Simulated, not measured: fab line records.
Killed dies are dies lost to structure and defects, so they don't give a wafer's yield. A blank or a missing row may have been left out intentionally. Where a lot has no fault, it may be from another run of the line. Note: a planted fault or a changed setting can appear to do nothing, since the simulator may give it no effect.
Which tool was responsible?	flow gf180mcu	at 1 step of a route of 602, 12 lots with 36 wafers sampled

== WHAT THE GAUGES SHOWED, per wafer ==
GF_NSD_TW_MEAS_12. Usual: NSD_TW 4269, standard deviation 43.
lot	measured	on	NSD_TW	flag
L389	day 13 16:35	filmMetro-03	4309 4312 4327	
L390	day 14 01:25	filmMetro-03	4290 4277 4278	
L392	day 14 10:53	filmMetro-03	4313 4320 4328	
L394	day 15 09:07	filmMetro-02	4208 4231 4225	
L396	day 15 15:34	filmMetro-02	4243 4223 4212	
L398	day 16 09:20	filmMetro-03	4257 4260 4244	
L399	day 16 18:14	filmMetro-02	4201 4209 4192	
L400	day 17 07:58	filmMetro-04	4284 4305 4290	
L409	day 20 03:39	filmMetro-04	4289 4304 4306	
L410	day 20 07:58	filmMetro-04	4315 4286 4284	
L411	day 20 18:14	filmMetro-03	4296 4300 4290	
L412	day 21 05:02	filmMetro-02	4210 4205 4206	

== WHAT TOOL EACH LOT RAN ON (gives the tool, then ch and the chambers of the sampled wafers, and finally the start) ==
The record shows no process step preceding these readings.

== AS READ BY THE TOOLS THEMSELVES (means over the sampled wafers that have a number; for cases with no such wafer, the mark the record gives instead) ==
The record holds no such reading with a usual standard deviation.

== THE ANSWER, worked out from the rows above alone ==
Rule: a lot is off if the mean of its wafers that have a number lies more than 3 standard deviations from the usual mean. Also off: a lot with no number at a reading for which 4 or more lots have one. Any other lot the step has rows for is counted as sound. Order of review: gauges by route order, followed by the tools' own readings, for which a lot's mean as printed above is used. The first step at which some lot is off is used, and at that step the reading that is off furthest; a lot without a number counts as furthest.
No lot is off on any of the readings shown, so nothing can be concluded from this.

== WHAT HAD BEEN PUT IN BY THE SIMULATOR ==
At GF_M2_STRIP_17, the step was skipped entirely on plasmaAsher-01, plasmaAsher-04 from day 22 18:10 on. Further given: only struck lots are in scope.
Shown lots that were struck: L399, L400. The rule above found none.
